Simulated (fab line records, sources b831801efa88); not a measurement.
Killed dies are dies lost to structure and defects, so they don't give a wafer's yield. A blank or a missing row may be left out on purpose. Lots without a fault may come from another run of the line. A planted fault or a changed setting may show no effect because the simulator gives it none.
A struck lot beside a sound one | flow gf180mcu | 14 steps out of a route of 602
Sound: wafers L647.2, L647.3, L647.4. Struck: wafers L642.1, L642.2, L642.3. The cause comes at the end.
At each step with rows: each side's tool, then ch and its chambers, then its first start. Under that, the readings that differ: sound wafers | struck wafers | difference of the means | sigmas: that difference in standard deviations of wafers without a fault.
alike: readings whose means differ by less than 2 such deviations, and words and numbers that are the same on both sides. not compared: withheld readings, readings that some wafer has no value for, bounds like >300 that may hide the same value, and numbers for which the record gives no deviation and whose values overlap.
The two part at a step that has a row with sigmas, a row that says differs or no value, or rows on one side only. Numbers that don't overlap but have no deviation are shown without sigmas and don't part them. A reading that every wafer of one side lacks parts them only if that side has two wafers or more.

first, 2 steps without rows for these wafers: GF_M2_PEB_12 (peb time 90 s); GF_M2_DEVELOP_13 (develop time 60 s).
GF_M2_CD_MEAS_14: target cd 280 nm.
  sound on cd_sem-02, day 26 01:14; struck on cd_sem-01, day 24 11:05
  alike: cd_nm
GF_M2_OVL_MEAS_15:
  sound on overlay-01, day 26 01:20; struck on overlay-02, day 24 11:13
  reading     | sound   | struck   | difference | sigmas
  M2_OVL (nm) | 13 5 11 | -4 -3 -5 | -14        | -2
GF_M2_METAL_ETCH_16: etches the open film in Cl2/BCl3, stops on SiO2, target depth 750.8 nm, time 125.1 s.
  sound on rie_metal-02 ch 0,1, day 26 01:22; struck on rie_metal-01 ch 0,1, day 24 11:14
  alike: bias_w, drypump_motor_current_A, oes_product_au, throttle_valve_pct
  not compared: rf_hours_counter_h
GF_M2_STRIP_17: strips in O2/N2.
  sound on plasma_asher-04 ch 0,1, day 26 01:30; struck on plasma_asher-04 ch 0,1, day 24 11:22
  alike: drypump_motor_current_A, heater_power_w, oes_product_au, strip_time_to_endpoint_s
  not compared: rf_hours_counter_h
then, 3 steps without rows for these wafers: GF_M2_STRIP_18 (strips in post etch residue remover, time 1200 s); GF_M2_CLEAN_19 (cleans in DIW); GF_V2_CVD_00 (deposits SiO2, target thk 600 nm, time 100 s).
GF_V2_THK_MEAS_01:
  sound on film_metro-04, day 26 02:14; struck on film_metro-02, day 24 12:04
  reading            | sound       | struck      | difference | sigmas
  V2_CVD_00_THK (nm) | 575 581 584 | 567 561 567 | -15        | -2
GF_V2_CVD_02: deposits SiO2 from TEOS, target thk 850 nm, time 94.851 s.
  sound on pecvd-03 ch 1,2, day 26 02:17; struck on pecvd-04 ch 0,1,2, day 24 12:08
  alike: heater_power_outer_w, heater_power_w
GF_V2_THK_MEAS_03:
  sound on film_metro-04, day 26 02:22; struck on film_metro-03, day 24 12:12
  alike: V2_CVD_02_THK
GF_V2_CMP_04: polishes SiO2.
  sound on cmp-02 ch 0,2,3, day 26 02:53; struck on cmp-01 ch 0,1,3, day 24 12:16
  no value came back on the struck wafers for edge_zone_pressure_frac, head_pressure_psi (psi), motor_current_A (A), time_to_endpoint_s (s); on the sound wafers edge_zone_pressure_frac reads 1.008 0.995 1.003
  reading                             | sound         | struck            | difference | sigmas
  model.SiO2_of_V2_CVD_02.thk_nm (nm) | 632 632 632.7 | 858.2 851.9 852.8 | +222.1     |
GF_V2_BOW_MEAS_05:
  sound on film_metro-04, day 26 03:09; struck on film_metro-03, day 24 12:51
  reading     | sound     | struck | difference                    | sigmas
  V2_BOW (um) | 92 90 110 | - - -  | no value on the struck wafers |
  not compared: hold

WHERE THEY PART
First at GF_M2_OVL_MEAS_15; last, within this record, at GF_V2_BOW_MEAS_05.

WHY: what the simulator had put in
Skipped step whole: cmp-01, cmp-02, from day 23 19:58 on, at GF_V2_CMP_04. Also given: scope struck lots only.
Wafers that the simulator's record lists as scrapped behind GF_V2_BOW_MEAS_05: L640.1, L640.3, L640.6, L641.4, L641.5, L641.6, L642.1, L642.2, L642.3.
